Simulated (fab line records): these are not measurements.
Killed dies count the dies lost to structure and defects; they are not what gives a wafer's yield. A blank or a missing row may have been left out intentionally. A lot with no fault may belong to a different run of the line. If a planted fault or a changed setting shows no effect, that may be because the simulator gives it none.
Comparing a struck lot with a sound one -- flow sky130 -- 14 steps out of a route of 708
Sound: these wafers, L746.2, L746.5, L746.6. Wafers L750.2, L750.3, L750.6 were the ones struck. The cause is named last.
Per side, at each step with rows, come the tool, then ch with its chambers, and then its first start. Under that, the readings that differ: sound wafers -- struck wafers -- difference of the means -- sigmas: that difference in standard deviations of wafers without a fault.
alike: same words and numbers on both sides, and readings whose means sit less than 2 such deviations apart. not compared: any withheld reading, any reading some wafer has no value for, any bound like >300 that may hide the same value, and any number with overlapping values for which the record gives no deviation.
Wherever a step has rows on one side only, a row that says differs or no value, or a row with sigmas, the two part there. Numbers that have no deviation but don't overlap get no sigmas and don't part them. A reading that every wafer of one side lacks parts them only if that side has two wafers or more.

first, 6 steps without rows for these wafers: SKY_LDD_N_IMPLANT_10; SKY_LDD_N_IMPLANT_11; SKY_LDD_N_IMPLANT_12; SKY_LDD_N_IMPLANT_13; SKY_LDD_N_IMPLANT_14; SKY_LDD_N_IMPLANT_15.
SKY_LDD_N_STRIP_16: strips in O2/N2.
  sound on plasmaAsher-01 ch 0,1, day 20 15:58; struck on plasmaAsher-03 ch 0, day 22 07:22
  alike: chamberPressureMTorr, drypumpMotorCurrentA, oesProductAu, stripTimeToEndpointS
  not compared: rfHoursCounterH
SKY_LDD_N_TW_MEAS_17:
  struck on filmMetro-01, day 22 07:28; sound on filmMetro-01, day 20 16:04
  alike: LDD_N_TW
then, 4 steps without rows for these wafers: SKY_LDD_P_DEHYDRATE_00 (time 60 s); SKY_LDD_P_HMDS_01 (prime time 60 s); SKY_LDD_P_COAT_02 (resist thk 1140 nm); SKY_LDD_P_SOFTBAKE_03 (time 60 s).
SKY_LDD_P_EXPOSE_04: exposes mask PSDM, target cd 380 nm.
  sound on ilineStepper-02 ch 0, day 21 07:27; struck on ilineStepper-01, day 22 22:34
  no value came back on the struck wafers for exposureDoseMJCm2, focusOffsetNm (nm); on the sound wafers exposureDoseMJCm2 reads 138.6 138.9 138.8
  alike: mask
then, 1 step without rows for these wafers: SKY_LDD_P_PEB_05.

## WHERE THEY PART
Only at SKY_LDD_P_EXPOSE_04, within this record.

WHY: what had been put in by the simulator
Step skipped in full: ilineStepper-01, at SKY_LDD_P_EXPOSE_04, from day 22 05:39 onward. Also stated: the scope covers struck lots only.
